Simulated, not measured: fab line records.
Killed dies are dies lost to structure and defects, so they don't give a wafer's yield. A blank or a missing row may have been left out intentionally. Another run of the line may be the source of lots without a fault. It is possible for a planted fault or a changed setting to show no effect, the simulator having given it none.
fab line records | flow gf180mcu
[record] lots = 11 wafers = 33 last_day = 33
route steps=602 shown VT_IMPLANT@110 DUAL_GATE@143 HV_LDD@183
lots untouched by any fault: they come from a run of this same line in which no faults occurred
start_h: hours from the record's first day to the start of the lot's first wafer shown | wait_h: hours elapsed since this lot's preceding step | " the same as in the row above | L1.1+2: one row covering several wafers at once | - no value present, or no start provided | * or withheld: withheld | < > ~ a bound
route shown NAME@n: NAME is a module with steps in the file, n the number in the route of the first one | usual: mean/standard deviation of fault-free wafers | same: alike in all rows | chamber/n: place in a boat | sites: the reading at each site | _std_site: the values' standard deviation | _edge_site: outer sites' mean less inner sites' | radius_mm: for every site, how far away it sits from the centre of the wafer | mask NAME#n: copy n | behind: the most recent tool/chamber to have shaped the wafer | hold: reason for holding the lot/hours on hold/outcome of the hold | device: the transistor (n, p or np) that didn't switch | end of line: the tests these same wafers got at the end of their route | a step with no rows: only its recipe | killed: count of dies lost to structure and defects at first sort (not the wafer's yield) | map: dies across one wafer; x = killed, . = not, _ = none there
set.NAME: the setting as run; set.NAME@STEP: as run at that earlier step | model.NAME: the simulator's own value behind a step, which no gauge read
the route's steps for a sample of lots (tables are steps, rows are wafers)
services: a tool's chamber out of use, with start hour (start_h, from the record's first day; less than 0 if before it), hours out, and reason
[[steps]]
[step GF_VT_IMPLANT_STRIP_20]
[recipe] chemistry = O2/N2 power_w = 1400 pressure_mtorr = 1500 platen_temp_c = 250 o2_flow_sccm = 3000 n2_flow_sccm = 300 overash_fraction = 0.5
[usual] drypump_motor_current_A = 5.6/0.65 heater_power_w = 322/26 oes_product_au = 0.716/0.0044 platen_temp_c = 249.97/0.18 strip_time_to_endpoint_s = 12.65/0.035
// columns lot.wafer tool chamber start_h wait_h drypump_motor_current_A heater_power_w oes_product_au platen_temp_c rf_hours_counter_h strip_time_to_endpoint_s
L539.2 plasma_asher-04 0 127.53 0.1 5.0 277 0.715 250.14 33 12.64
L539.4 " 0 " " 5.0 279 0.710 250.00 - 12.70
L539.6 " 1 " " 6.5 342 0.715 249.99 - 12.70
L540.1 plasma_asher-01 1 134.28 0.1 6.1 341 0.712 249.85 2 12.65
L540.2 " 0 " " 4.9 336 0.719 250.17 2 12.60
L540.3 " 1 " " 6.1 348 0.714 249.75 - 12.63
L542.1 plasma_asher-04 0 145.22 0.1 5.0 282 0.719 249.91 35 12.66
L542.3 " 1 " " 6.5 331 0.715 249.86 - 12.62
L542.4 " 0 " " 5.0 278 0.716 249.79 - 12.69
L544.4 plasma_asher-04 0 157.30 0.1 5.0 282 0.713 250.17 - 12.60
L544.5 " 0 " " 5.0 280 0.719 249.95 - 12.59
L544.6 " 1 " " 6.5 325 0.717 249.83 - 12.62
L548.1 plasma_asher-01 1 191.03 0.1 6.1 346 0.716 250.09 8 12.70
L548.3 " 1 " " 6.1 350 0.715 249.97 - 12.71
L548.4 " 0 " " 4.9 330 0.713 249.71 - 12.71
L549.1 plasma_asher-04 0 194.48 0.1 5.0 273 0.712 250.10 40 12.66
L549.4 " 1 " " 6.5 339 0.724 250.07 - 12.67
L549.6 " 1 " " 6.5 342 0.713 249.98 - 12.66
L550.4 plasma_asher-01 1 201.16 0.1 6.0 346 0.714 250.20 - 12.68
L550.5 " 1 " " 6.0 363 0.714 250.30 - 12.63
L550.6 " 0 " " 4.9 327 0.721 249.98 - 12.62
L553.3 plasma_asher-04 0 219.86 0.1 5.0 284 0.715 249.87 - 12.65
L553.5 " 0 " " 5.0 273 0.714 249.87 - 12.64
L553.6 " 1 " " 6.5 329 0.719 249.88 - 12.67
L554.1 plasma_asher-01 0 221.08 0.1 4.9 341 0.721 249.94 12 12.58
L554.2 " 1 " " 6.1 355 0.716 249.96 12 12.58
L554.3 " 1 " " 6.1 363 0.719 250.17 - 12.55
L555.3 plasma_asher-04 0 228.10 0.1 5.0 275 0.723 250.05 - 12.60
L555.4 " 1 " " 6.5 331 0.714 249.74 - 12.65
L555.6 " 1 " " 6.5 337 0.723 249.99 - 12.63
L556.3 plasma_asher-01 1 234.16 0.1 6.1 350 0.719 250.00 - 12.59
L556.4 " 0 " " 4.9 332 0.716 249.92 - 12.60
L556.5 " 1 " " 6.1 357 0.712 250.11 - 12.63
[step GF_VT_IMPLANT_STRIP_31]
[recipe] chemistry = O2/N2 power_w = 1400 pressure_mtorr = 1500 platen_temp_c = 250 o2_flow_sccm = 3000 n2_flow_sccm = 300 overash_fraction = 0.5
[usual] drypump_motor_current_A = 5.5/0.59 heater_power_w = 329/23 oes_product_au = 0.715/0.0047 platen_temp_c = 249.97/0.18 strip_time_to_endpoint_s = 12.64/0.033
// columns lot.wafer tool chamber start_h wait_h drypump_motor_current_A heater_power_w oes_product_au platen_temp_c rf_hours_counter_h strip_time_to_endpoint_s
L539.2 plasma_asher-01 1 143.18 0.1 6.1 355 0.718 249.83 3 12.68
L539.4 " 0 " " 4.9 338 0.712 250.13 - 12.68
L539.6 " 1 " " 6.1 356 0.713 250.03 - 12.70
L540.1 plasma_asher-02 1 149.68 0.1 5.1 313 0.707 250.01 49 12.65
L540.2 " 0 " " 5.6 339 0.716 249.81 49 12.62
L540.3 " 1 " " 5.1 317 0.718 250.05 - 12.60
L542.1 plasma_asher-01 1 160.63 0.1 6.1 354 0.705 250.04 5 12.64
L542.3 " 0 " " 4.9 339 0.722 250.29 - 12.66
L542.4 " 1 " " 6.1 349 0.719 249.90 - 12.63
L544.4 plasma_asher-01 0 173.30 0.1 4.9 332 0.724 249.79 - 12.58
L544.5 " 0 " " 4.9 337 0.711 249.63 - 12.59
L544.6 " 1 " " 6.1 361 0.716 249.81 - 12.63
L548.1 plasma_asher-01 1 208.38 0.1 6.1 356 0.709 249.78 10 12.62
L548.3 " 1 " " 6.1 357 0.716 250.02 - 12.63
L548.4 " 0 " " 4.9 336 0.717 249.84 - 12.65
L549.1 plasma_asher-01 1 210.76 0.1 6.1 350 0.708 250.09 11 12.61
L549.4 " 0 " " 4.9 339 0.717 249.96 - 12.64
L549.6 " 1 " " 6.1 358 0.718 250.08 - 12.61
L550.4 plasma_asher-01 0 219.56 0.1 4.9 338 0.722 250.10 - 12.65
L550.5 " 0 " " 4.9 335 0.715 250.03 - 12.60
L550.6 " 1 " " 6.1 350 0.716 249.81 - 12.62
L553.3 plasma_asher-02 0 236.66 0.1 5.7 351 0.716 250.02 - 12.67
L553.5 " 0 " " 5.6 339 0.712 250.09 - 12.66
L553.6 " 1 " " 5.1 315 0.711 250.03 - 12.65
L554.1 plasma_asher-01 0 238.18 0.1 4.9 337 0.712 250.10 13 12.58
L554.2 " 1 " " 6.1 348 0.720 249.88 13 12.64
L554.3 " 0 " " 4.9 339 0.717 250.26 - 12.63
L555.3 plasma_asher-02 0 245.16 0.1 5.6 336 0.713 249.91 - 12.67
L555.4 " 1 " " 5.1 317 0.719 250.10 - 12.65
L555.6 " 0 " " 5.7 332 0.719 249.87 - 12.67
L556.3 plasma_asher-01 0 251.66 0.1 4.9 335 0.715 249.97 - 12.61
L556.4 " 1 " " 6.1 352 0.712 250.06 - 12.63
L556.5 " 1 " " 6.1 353 0.719 250.06 - 12.66
[step GF_DUAL_GATE_OXIDATION_02]
[recipe] temp_c = 900 ambient = O2 stabilise_s = 600 purge_s = 300 target_thk_a = 108.87 ox_time_s = 1602
[usual] spike_tc_bottom_C = 916.7/1.3 spike_tc_centre_C = 900.2/1.2 spike_tc_lower_C = 900.7/1.2 spike_tc_top_C = 906.9/1.2 spike_tc_upper_C = 899.9/1.1 zone_power_upper_pct = 18.00/0.18
// columns lot.wafer tool chamber start_h wait_h spike_tc_bottom_C spike_tc_centre_C spike_tc_lower_C spike_tc_top_C spike_tc_upper_C zone_power_upper_pct
L539.2 furnace-01 0 159.14 0.0 918.4 900.3 902.5 907.8 898.2 17.78
L539.4 " 0 " " 918.6 900.7 902.1 910.2 900.0 17.91
L539.6 " 0 " " 919.0 898.1 901.6 910.2 899.9 17.92
L540.1 furnace-02 0 167.08 0.0 916.7 901.2 900.2 906.2 900.8 17.79
L540.2 " 0 " " 914.9 900.6 901.6 906.1 900.0 17.78
L540.3 " 0 " " 915.2 900.6 900.3 907.6 900.2 17.53
L542.1 furnace-02 0 178.36 0.4 915.7 899.4 898.6 905.2 900.4 18.15
L542.3 " 0 " " 915.5 901.3 901.0 905.9 898.3 17.96
L542.4 " 0 " " 916.5 902.2 900.8 904.4 899.7 17.82
L544.4 furnace-01 0 192.31 1.9 917.5 899.3 900.6 906.1 899.4 17.73
L544.5 " 0 " " 918.9 898.0 901.2 908.9 900.5 17.90
L544.6 " 0 " " 916.3 899.6 901.9 907.4 898.9 18.25
L548.1 furnace-02 0 232.88 5.7 915.6 900.4 899.9 908.4 897.1 17.84
L548.3 " 0 " " 916.1 899.6 900.3 904.9 899.7 18.10
L548.4 " 0 " " 915.7 900.1 900.2 907.2 900.9 18.17
L549.1 furnace-02 0 232.88 3.5 915.5 899.7 900.1 905.9 899.8 18.08
L549.4 " 0 " " 917.3 901.0 901.0 908.4 902.4 18.06
L549.6 " 0 " " 918.5 900.7 901.4 906.6 900.5 17.97
L550.4 furnace-02 0 241.46 4.3 918.4 900.6 899.2 908.0 900.4 18.02
L550.5 " 0 " " 916.3 900.3 899.9 907.1 901.0 18.21
L550.6 " 0 " " 914.8 899.9 899.0 906.6 898.5 18.06
L553.3 furnace-02 0 255.20 0.0 927.3 911.8 909.9 914.9 912.2 18.32
L553.5 " 0 " " 927.7 910.8 911.6 918.4 911.5 18.27
L553.6 " 0 " " 926.4 911.9 911.9 918.0 912.0 18.82
L554.1 furnace-02 0 256.75 0.0 925.3 911.7 911.7 918.2 911.7 18.59
L554.2 " 0 " " 926.1 910.3 913.4 917.5 911.0 18.57
L554.3 " 0 " " 927.5 913.4 913.8 917.6 912.5 18.73
L555.3 furnace-02 0 264.50 0.0 928.5 912.9 912.5 918.6 911.6 18.80
L555.4 " 0 " " 928.4 911.3 910.8 919.5 910.3 18.64
L555.6 " 0 " " 928.3 912.1 911.6 919.3 911.7 18.31
L556.3 furnace-01 0 271.51 0.3 919.0 899.0 900.2 907.6 899.8 17.73
L556.4 " 0 " " 917.2 898.4 900.9 907.2 900.2 17.94
L556.5 " 0 " " 918.0 896.9 901.1 907.0 901.1 17.75
[step GF_DUAL_GATE_THK_MEAS_03]
[recipe] reads = SiO2_of_DUAL_GATE_OXIDATION_02
[usual] DUAL_GATE_OXIDATION_00_THK = 10.86/0.21
// columns lot.wafer tool chamber start_h wait_h DUAL_GATE_OXIDATION_00_THK[nm]
L539.2 film_metro-01 - 160.59 0.0 11.22
L539.4 " - " " 11.42
L539.6 " - " " 11.39
L540.1 film_metro-01 - 168.52 0.0 10.48
L540.2 " - " " 10.39
L540.3 " - " " 10.53
L542.1 film_metro-01 - 179.81 0.0 10.59
L542.3 " - " " 10.62
L542.4 " - " " 10.68
L544.4 film_metro-01 - 193.79 0.0 10.69
L544.5 " - " " 10.79
L544.6 " - " " 11.01
L548.1 film_metro-03 - 234.33 0.0 11.00
L548.3 " - " " 10.99
L548.4 " - " " 10.99
L549.1 film_metro-01 - 234.33 0.0 10.79
L549.4 " - " " 10.72
L549.6 " - " " 10.79
L550.4 film_metro-01 - 242.93 0.0 11.11
L550.5 " - " " 11.00
L550.6 " - " " 11.03
L553.3 film_metro-03 - 256.67 0.0 12.21
L553.5 " - " " 12.00
L553.6 " - " " 12.41
L554.1 film_metro-02 - 258.20 0.0 12.40
L554.2 " - " " 12.52
L554.3 " - " " 12.45
L555.3 film_metro-03 - 265.96 0.0 12.06
L555.4 " - " " 12.15
L555.6 " - " " 12.10
L556.3 film_metro-02 - 272.98 0.0 10.76
L556.4 " - " " 10.79
L556.5 " - " " 10.76
[step GF_HV_LDD_CD_MEAS_07]
[recipe] target_cd_nm = 400
[usual] cd_nm = 398.5/2.2
// columns lot.wafer tool chamber start_h wait_h cd_nm
L539.2 cd_sem-02 - 216.60 0.1 403.0
L539.4 " - " " 404.4
L539.6 " - " " 401.8
L540.1 cd_sem-01 - 226.28 0.1 401.8
L540.2 " - " " 400.6
L540.3 " - " " 401.5
L542.1 cd_sem-01 - 237.93 0.1 398.9
L542.3 " - " " 399.9
L542.4 " - " " 397.6
L544.4 cd_sem-02 - 258.30 0.1 398.9
L544.5 " - " " 397.8
L544.6 " - " " 397.8
L548.1 cd_sem-02 - 295.29 0.1 398.9
L548.3 " - " " 398.8
L548.4 " - " " 398.4
L549.1 cd_sem-01 - 295.58 0.1 399.8
L549.4 " - " " 397.9
L549.6 " - " " 397.2
L550.4 cd_sem-02 - 307.90 0.1 393.1
L550.5 " - " " 393.3
L550.6 " - " " 393.6
L553.3 cd_sem-02 - 327.32 0.1 400.2
L553.5 " - " " 397.6
L553.6 " - " " 398.3
L554.1 cd_sem-01 - 327.58 0.1 397.6
L554.2 " - " " 399.5
L554.3 " - " " 398.6
L555.3 cd_sem-01 - 338.08 0.1 398.0
L555.4 " - " " 396.6
L555.6 " - " " 398.8
L556.3 cd_sem-02 - 345.90 0.2 398.4
L556.4 " - " " 397.7
L556.5 " - " " 397.7
[[services]]
// columns tool chamber start_h hours kind
plasma_asher-01 - 108.75 9.0 pm
plasma_asher-01 0 108.75 9.0 vent_cycle
plasma_asher-01 1 108.75 9.0 vent_cycle
plasma_asher-01 0 117.75 - clean
plasma_asher-01 1 117.75 - clean
plasma_asher-02 - 130.61 0.7 repair
plasma_asher-02 - 152.37 9.0 repair
plasma_asher-02 - 161.41 4.3 pm
furnace-02 - 179.81 10.8 pm
plasma_asher-04 - 191.49 2.8 pm
furnace-02 - 208.35 4.1 pm
furnace-01 - 212.77 19.7 pm
furnace-01 - 232.50 2.8 pm
furnace-01 - 235.25 3.1 pm
furnace-02 - 238.61 2.8 pm
furnace-01 - 244.57 3.3 repair
plasma_asher-01 - 255.73 6.8 repair
plasma_asher-04 - 263.76 0.7 repair
[[key]]
[first_sign] step = GF_DUAL_GATE_OXIDATION_02 reading = spike_tc_upper_C direction = up sigmas = 10 usual = 899.9 struck = 911.6
[effect] step = GF_DUAL_GATE_OXIDATION_02 reading = spike_tc_centre_C direction = up sigmas = 9.5 usual = 900.2 struck = 911.8
[effect] step = GF_DUAL_GATE_THK_MEAS_03 reading = DUAL_GATE_OXIDATION_00_THK direction = up sigmas = 6.5 usual = 10.86 struck = 12.26
met_at GF_DUAL_GATE_OXIDATION_02
struck_lots L553,L554,L555
tester_left_out L553,L554,L555
not_acting_at GF_VT_IMPLANT_STRIP_20,GF_VT_IMPLANT_STRIP_31,GF_HV_LDD_CD_MEAS_07
onset_between 241.46 255.20
[fault] kind = process_parameter_drift tool = furnace-02 chamber = - onset_h = 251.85 steps = GF_DUAL_GATE_OXIDATION_02 channel = temp_c offset = * shape = step end_h = 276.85 acts_in = * stated = *
// tester_left_out: of these lots the tester's yield and bins aren't shown, on N5 and GAA mostly nor the transistor test; their killed dies are dies lost to structure and defects alone, not to doping, threshold or leakage, so they don't give the yield
